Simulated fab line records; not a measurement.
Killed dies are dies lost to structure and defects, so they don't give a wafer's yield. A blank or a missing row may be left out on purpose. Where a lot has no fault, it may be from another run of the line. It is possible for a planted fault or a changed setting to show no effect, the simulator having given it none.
fab line records    flow sky130
[record] lots = 12  wafers = 36  last-day = 50
route steps=708 shown FIELD_ISO@30 METAL5@662 PAD_OPEN@701
lots with no fault: from the same line, run without faults
start-h: start of the lot's first displayed wafer, in hours after the record's first day    wait-h: hours since the lot's step before    " unchanged from the row above    L1.1+2: several wafers, shown together as one row    - no value present, or no start provided    * or withheld: withheld    < > ~ a bound
route shown NAME@n: a module of which the file shows steps, and the number in the route of the first    usual: average and standard deviation across the fault-free wafers    same: alike in all rows    chamber/n: place in a boat    sites: readings site by site    _std_site: the values' standard deviation    _edge_site: the outer-site mean with the inner-site mean subtracted    radius-mm: for every site, how far away it sits from the centre of the wafer    mask NAME#n: copy n    behind: tool/chamber where the wafer was last shaped    hold: the reason the lot was held/the length of the hold in hours/how it ended    device: the transistor (n, p or np) that didn't switch    end of line: tests of these same wafers at the route's end    a step given without rows: its recipe and nothing more    killed: at the first sort, the dies lost to defects and structure; wafer yield is something else    map: the dies of a wafer, with x for killed, . for not killed, _ for no die there
set.NAME: the setting as run; set.NAME@STEP: as run at that earlier step    model.NAME: the simulator's own value behind a step, which no gauge read
route steps across a sampled set of lots; one table per step, one row per wafer
services: from which hour (start-h, from the record's first day; less than 0 if before it) a tool's chamber was out of use, for how many hours, and why
[[steps]]
[step SKY_FIELD_ISO_WET_ETCH_29]
[recipe] chemistry = H3PO4  target-depth-nm = 160  target = Si3N4  temp-c = 160  time-s = 1825
lot.wafer   tool          chamber  start-h  wait-h
L566.2+5+6  wet-bench-03  2        34.42    0.0
L569.2+3+6  wet-bench-03  3        51.43    0.0
L571.2+5+6  wet-bench-02  2        58.82    0.0
L572.2+4+6  wet-bench-01  3        64.70    0.0
L575.1+3+5  wet-bench-03  0        79.82    0.0
L576.2+4+6  wet-bench-01  3        85.16    0.0
L579.3+4+5  wet-bench-03  0        102.43   0.0
L580.1+2+5  wet-bench-03  2        106.78   0.0
L585.2+5+6  wet-bench-03  3        139.50   0.0
L587.3+4+6  wet-bench-03  2        144.50   0.0
L588.2+4+5  wet-bench-02  1        149.32   0.0
L589.1+5+6  wet-bench-01  3        154.70   0.0
[step SKY_METAL5_SPUTTER_01]
[recipe] material = TiN  target-thk-nm = 20  power-w = 6500  time-s = 16.7  chamber-pressure-pa = 0.4
[usual] chamber-pressure-pa = 0.3999/0.00075  throttle-valve-pct = 30.1/1.1
lot.wafer  tool            chamber  start-h  wait-h  chamber-pressure-pa  throttle-valve-pct
L566.2     pvd-sputter-04  -        1012.73  0.0     0.3994               30.9
L566.5     "               -        "        "       0.3998               30.7
L566.6     "               -        "        "       0.3997               30.4
L569.2     pvd-sputter-03  -        1033.26  0.0     0.3997               29.0
L569.3     "               -        "        "       0.4003               28.8
L569.6     "               -        "        "       0.4003               29.0
L571.2     pvd-sputter-04  -        1036.33  0.0     0.3996               30.6
L571.5     "               -        "        "       0.3989               30.7
L571.6     "               -        "        "       0.3999               30.9
L572.2     pvd-sputter-03  -        1049.03  0.0     0.4004               28.5
L572.4     "               -        "        "       0.3985               29.2
L572.6     "               -        "        "       0.3998               28.8
L575.1     pvd-sputter-04  -        1061.28  0.0     0.4004               30.4
L575.3     "               -        "        "       0.4010               30.8
L575.5     "               -        "        "       0.3990               27.9
L576.2     pvd-sputter-04  -        1071.63  0.0     0.3994               30.6
L576.4     "               -        "        "       0.3984               30.8
L576.6     "               -        "        "       0.4000               30.7
L579.3     pvd-sputter-04  -        1091.10  0.0     0.3994               30.3
L579.4     "               -        "        "       0.4008               30.7
L579.5     "               -        "        "       0.4009               27.7
L580.1     pvd-sputter-04  -        1093.65  0.0     0.3991               30.6
L580.2     "               -        "        "       0.3999               30.6
L580.5     "               -        "        "       0.3994               30.8
L585.2     pvd-sputter-03  -        1130.80  0.0     0.4013               30.2
L585.5     "               -        "        "       0.4008               30.3
L585.6     "               -        "        "       0.4004               28.7
L587.3     pvd-sputter-03  -        1135.09  0.0     0.4002               29.6
L587.4     "               -        "        "       0.4005               28.9
L587.6     "               -        "        "       0.3993               28.7
L588.2     pvd-sputter-01  -        1139.33  0.0     0.3998               31.8
L588.4     "               -        "        "       0.4004               30.4
L588.5     "               -        "        "       0.3992               30.4
L589.1     pvd-sputter-01  -        1146.11  0.0     0.3983               31.0
L589.5     "               -        "        "       0.3996               31.0
L589.6     "               -        "        "       0.4012               30.1
[step SKY_METAL5_METAL_ETCH_15]
[recipe] target-depth-a = 12600  stop-on = SiO2  over-etch-frac = 0.2  time-s = 252  chemistry = Cl2/BCl3  resist-sidewall-deg = 86  pressure-mtorr = 10  icp-w = 900  bias-w = 48.5  Cl2_flow_sccm = 60  bcl3-flow-sccm = 30
[usual] chamber-pressure-mTorr = 10.000/0.0092  drypump-motor-current-A = 6.1/0.36  oes-product-au = 0.894/0.0054  throttle-valve-pct = 22.264/0.0086
lot.wafer  tool          chamber  start-h  wait-h  chamber-pressure-mTorr  drypump-motor-current-A  oes-product-au  rf-hours-counter-h  throttle-valve-pct
L566.2     rie-metal-03  1        1035.71  0.0     9.997                   5.5                      0.895           7                   22.257
L566.5     "             1        "        "       10.006                  5.5                      0.899           -                   22.264
L566.6     "             0        "        "       9.995                   6.0                      0.889           -                   22.255
L569.2     rie-metal-02  0        1055.47  0.1     10.016                  6.0                      0.902           -                   22.267
L569.3     "             0        "        "       10.000                  6.0                      0.894           -                   22.256
L569.6     "             0        "        "       9.988                   6.1                      0.888           -                   22.270
L571.2     rie-metal-03  1        1058.03  0.0     10.002                  5.5                      0.890           9                   22.269
L571.5     "             1        "        "       10.013                  5.5                      0.887           -                   22.262
L571.6     "             0        "        "       9.981                   6.0                      0.892           -                   22.257
L572.2     rie-metal-01  0        1070.88  0.0     9.997                   6.6                      0.900           22                  22.253
L572.4     "             0        "        "       9.998                   6.6                      0.895           -                   22.261
L572.6     "             0        "        "       9.988                   6.6                      0.901           -                   22.258
L575.1     rie-metal-01  0        1082.90  0.0     9.998                   6.6                      0.898           23                  22.259
L575.3     "             1        "        "       9.989                   6.6                      0.902           -                   22.281
L575.5     "             1        "        "       9.998                   6.6                      0.896           -                   22.264
L576.2     rie-metal-02  0        1092.62  0.1     9.997                   6.0                      0.883           -                   22.264
L576.4     "             0        "        "       9.999                   6.1                      0.888           -                   22.264
L576.6     "             0        "        "       9.986                   6.0                      0.893           -                   22.254
L579.3     rie-metal-01  0        1111.11  0.1     9.984                   6.6                      0.889           -                   22.253
L579.4     "             1        "        "       10.009                  6.5                      0.896           -                   22.268
L579.5     "             1        "        "       9.998                   6.6                      0.890           -                   22.270
L580.1     rie-metal-01  1        1113.46  0.0     10.014                  6.5                      0.891           19                  22.265
L580.2     "             0        "        "       9.997                   6.6                      0.892           26                  22.267
L580.5     "             0        "        "       9.987                   6.6                      0.903           -                   22.254
L585.2     rie-metal-03  1        1149.38  0.0     9.993                   5.4                      0.902           15                  22.265
L585.5     "             1        "        "       10.014                  5.5                      0.898           -                   22.246
L585.6     "             0        "        "       10.002                  6.0                      0.895           -                   22.283
L587.3     rie-metal-01  1        1153.59  0.1     10.011                  6.5                      0.893           -                   22.253
L587.4     "             0        "        "       9.992                   6.6                      0.884           -                   22.257
L587.6     "             1        "        "       10.001                  6.5                      0.903           -                   22.268
L588.2     rie-metal-02  1        1157.20  0.0     10.000                  5.9                      0.894           26                  22.258
L588.4     "             1        "        "       9.988                   5.9                      0.900           -                   22.266
L588.5     "             1        "        "       10.006                  5.9                      0.893           -                   22.265
L589.1     rie-metal-02  0        1163.32  0.1     9.983                   6.1                      0.897           25                  22.266
L589.5     "             0        "        "       9.992                   6.0                      0.891           -                   22.263
L589.6     "             0        "        "       9.998                   6.0                      0.901           -                   22.251
[step SKY_PAD_OPEN_ETCH_07]
[recipe] chemistry = CF4/O2  target-depth-nm = 725  stop-on = AlCu  source-w = 800  bias-w = 150  pressure-mtorr = 150  cf4-flow-sccm = 80  O2_flow_sccm = 10  time-s = 161.1
[usual] chamber-pressure-mTorr = 150.00/0.15  drypump-motor-current-A = 5.6/0.44  oes-product-au = 0.978/0.0069  throttle-valve-pct = 5.965/0.0094
lot.wafer  tool         chamber  start-h  wait-h  chamber-pressure-mTorr  drypump-motor-current-A  oes-product-au  rf-hours-counter-h  throttle-valve-pct
L566.2     rie-diel-02  3        1079.30  -       149.99                  6.2                      0.971           8                   5.963
L566.5     "            2        "        "       149.96                  5.4                      0.985           -                   5.959
L566.6     "            1        "        "       149.67                  5.2                      0.979           -                   5.973
L569.2     rie-diel-01  3        1099.61  -       150.16                  5.2                      0.976           13                  5.973
L569.3     "            1        "        "       149.89                  5.6                      0.987           15                  5.970
L569.6     "            0        "        "       149.84                  5.9                      0.991           -                   5.976
L571.2     rie-diel-04  0        1101.03  -       149.75                  6.3                      0.971           27                  5.944
L571.5     "            2        "        "       150.08                  5.7                      0.982           -                   5.962
L571.6     "            3        "        "       149.98                  6.2                      0.981           -                   5.970
L572.2     rie-diel-02  1        1112.83  -       149.77                  5.2                      0.976           19                  5.977
L572.4     "            0        "        "       150.02                  6.1                      0.977           3                   5.955
L572.6     "            2        "        "       149.98                  5.4                      0.968           -                   5.959
L575.1     rie-diel-04  2        1124.68  -       150.22                  5.7                      0.976           27                  5.945
L575.3     "            1        "        "       149.76                  5.6                      0.976           19                  5.969
L575.5     "            1        "        "       149.81                  5.6                      0.981           -                   5.965
L576.2     rie-diel-01  2        1133.05  -       150.02                  4.9                      0.971           23                  5.964
L576.4     "            0        "        "       149.96                  6.0                      0.982           27                  5.978
L576.6     "            3        "        "       150.11                  5.2                      0.978           -                   5.972
L579.3     rie-diel-01  0        1149.83  -       150.02                  5.9                      0.979           27                  5.962
L579.4     "            2        "        "       149.99                  4.9                      0.985           23                  5.955
L579.5     "            1        "        "       150.13                  5.6                      0.979           -                   5.959
L580.1     rie-diel-01  1        1151.50  -       150.06                  5.6                      0.978           17                  5.968
L580.2     "            2        "        "       150.03                  4.9                      0.985           23                  5.954
L580.5     "            0        "        "       149.84                  6.0                      0.974           -                   5.957
L585.2     rie-diel-01  0        1184.36  -       150.11                  5.9                      0.987           28                  5.963
L585.5     "            3        "        "       150.05                  5.2                      0.974           -                   5.960
L585.6     "            2        "        "       149.98                  4.9                      0.979           -                   5.973
L587.3     rie-diel-02  1        1188.66  -       150.15                  5.2                      0.981           22                  5.959
L587.4     "            2        "        "       150.32                  5.4                      0.983           11                  5.965
L587.6     "            1        "        "       150.17                  5.2                      0.988           -                   5.954
L588.2     rie-diel-02  1        1191.23  -       149.69                  5.2                      0.975           22                  5.963
L588.4     "            0        "        "       149.97                  6.1                      0.981           6                   5.959
L588.5     "            1        "        "       149.99                  5.2                      0.982           -                   5.978
L589.1     rie-diel-04  0        1196.03  -       150.32                  6.2                      0.966           31                  5.964
L589.5     "            0        "        "       149.91                  6.3                      0.969           -                   5.974
L589.6     "            3        "        "       150.03                  6.1                      0.987           -                   5.979
[step SKY_PAD_OPEN_PROBE_99]
[usual] killed_at_M0_to_M3 = 44/6  killed_at_M4_up = 2.9/1.5  killed-at-contacts = 24/4.9  killed-at-front-end = 16/4.3  killed-at-other = 0.3/0.54  killed-dies = 87/8.7  killed-on-rim = 17/3.6  killed-open = 48/6.7  killed-short = 39/5.9
[same] gross-dies = 492  killed-at-back-side = 0
lot.wafer  tool       chamber  start-h  wait-h  killed_at_M0_to_M3  killed_at_M4_up  killed-at-contacts  killed-at-front-end  killed-at-other  killed-dies  killed-on-rim  killed-open  killed-short
L576.2     prober-02  -        1135.50  0.1     44                  2                22                  14                   0                82           14             42           39
L576.4     prober-02  -        1135.60  0.2     44                  4                22                  16                   0                86           18             48           38
L576.6     prober-02  -        1135.70  0.2     51                  2                19                  17                   0                89           21             50           39
L585.2     prober-01  -        1186.73  0.1     44                  1                27                  51                   0                123          35             52           32
L585.5     prober-01  -        1186.88  0.2     36                  4                27                  52                   0                119          25             43           34
L585.6     prober-01  -        1186.93  0.2     27                  1                18                  58                   1                105          23             32           28
// killed by level:class
L576.2 LI_CONTACT:geometric-particle:open=11 VIA1:geometric-particle:open=11 VIA1:geometric-particle:short=6 METAL1:geometric-particle:short=6 POLY_GATE:geometric-particle:short=5 METAL2:geometric-particle:short=5 VIA3:geometric-particle:open=5 CONTACT:geometric-particle:open=4
L576.4 VIA1:geometric-particle:open=14 LOCAL_INTERCONNECT:geometric-particle:short=7 VIA3:geometric-particle:open=7 POLY_GATE:geometric-particle:open=5 CONTACT:geometric-particle:open=5 METAL2:geometric-particle:short=5 VIA2:geometric-particle:open=5 LI_CONTACT:geometric-particle:open=4
L576.6 VIA2:geometric-particle:open=11 VIA1:geometric-particle:open=10 LI_CONTACT:geometric-particle:open=8 VIA1:geometric-particle:short=8 POLY_GATE:geometric-particle:open=6 METAL2:geometric-particle:short=5 VIA3:geometric-particle:open=5 FIELD_ISO:geometric-particle:open=4
L585.2 FIELD_ISO:unspecified=38 VIA2:geometric-particle:open=12 LI_CONTACT:geometric-particle:open=12 VIA1:geometric-particle:open=10 CONTACT:geometric-particle:open=8 METAL1:geometric-particle:short=6 POLY_GATE:geometric-particle:short=4 LI_CONTACT:geometric-particle:short=4
L585.5 FIELD_ISO:unspecified=42 VIA1:geometric-particle:open=9 CONTACT:geometric-particle:open=6 METAL2:geometric-particle:short=6 VIA2:geometric-particle:open=6 VIA3:geometric-particle:open=6 LI_CONTACT:geometric-particle:open=5 LI_CONTACT:geometric-particle:short=5
L585.6 FIELD_ISO:unspecified=45 VIA1:geometric-particle:open=7 CONTACT:geometric-particle:open=7 LI_CONTACT:geometric-particle:open=5 METAL1:geometric-particle:short=5 VIA2:geometric-particle:open=5 FIELD_ISO:geometric-particle:short=3 FIELD_ISO:geometric-particle:open=3
[[services]]
tool            chamber  start-h  hours  kind
pvd-sputter-04  -        20.82    4.0    repair
rie-metal-01    -        32.47    0.2    repair
rie-metal-01    -        81.43    15.6   pm
rie-diel-01     1        124.51   2.9    repair
rie-diel-01     -        168.38   0.8    repair
rie-diel-01     2        197.30   5.4    repair
pvd-sputter-04  -        266.07   4.7    repair
pvd-sputter-04  -        284.63   5.3    repair
rie-metal-01    0        341.23   2.3    repair
rie-diel-01     2        359.92   5.6    repair
rie-diel-01     1        360.18   5.2    repair
rie-metal-01    -        426.83   0.2    repair
pvd-sputter-04  -        479.54   25.4   repair
wet-bench-03    -        508.84   61.3   pm
rie-metal-01    1        604.19   12.1   repair
rie-diel-01     1        625.38   13.7   repair
rie-diel-01     -        677.06   0.5    repair
rie-diel-01     1        799.99   7.5    repair
pvd-sputter-04  -        843.99   1.3    repair
rie-diel-01     3        900.54   6.2    repair
rie-diel-01     2        922.82   14.6   repair
pvd-sputter-04  -        936.09   3.5    repair
pvd-sputter-04  -        1097.72  4.0    repair
pvd-sputter-04  -        1105.31  2.1    repair
[[key]]
[first-sign] step = SKY_PAD_OPEN_PROBE_99  reading = killed-at-front-end  direction = up  sigmas = 8.7  usual = 16  struck = 54
[effect] step = SKY_PAD_OPEN_PROBE_99  reading = killed-dies  direction = up  sigmas = 3.3  usual = 87  struck = 116
met-at SKY_FIELD_ISO_WET_ETCH_29
struck-lots L585
struck-wafers L585.2,L585.5,L585.6
tester-left-out L585
not-acting-at SKY_METAL5_SPUTTER_01,SKY_METAL5_METAL_ETCH_15,SKY_PAD_OPEN_ETCH_07
onset-between 51.43 139.50
[fault] kind = chamber-particle-source  tool = wet-bench-03  chamber = 3  onset-h = 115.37  steps = SKY_FIELD_ISO_WET_ETCH_29  rate-per-visit-cm2 = 0.80586  end-h = 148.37
// tester-left-out: of these lots the tester's yield and bins aren't shown, on N5 and GAA mostly nor the transistor test; their killed dies are dies lost to structure and defects alone, not to doping, threshold or leakage, so they don't give the yield
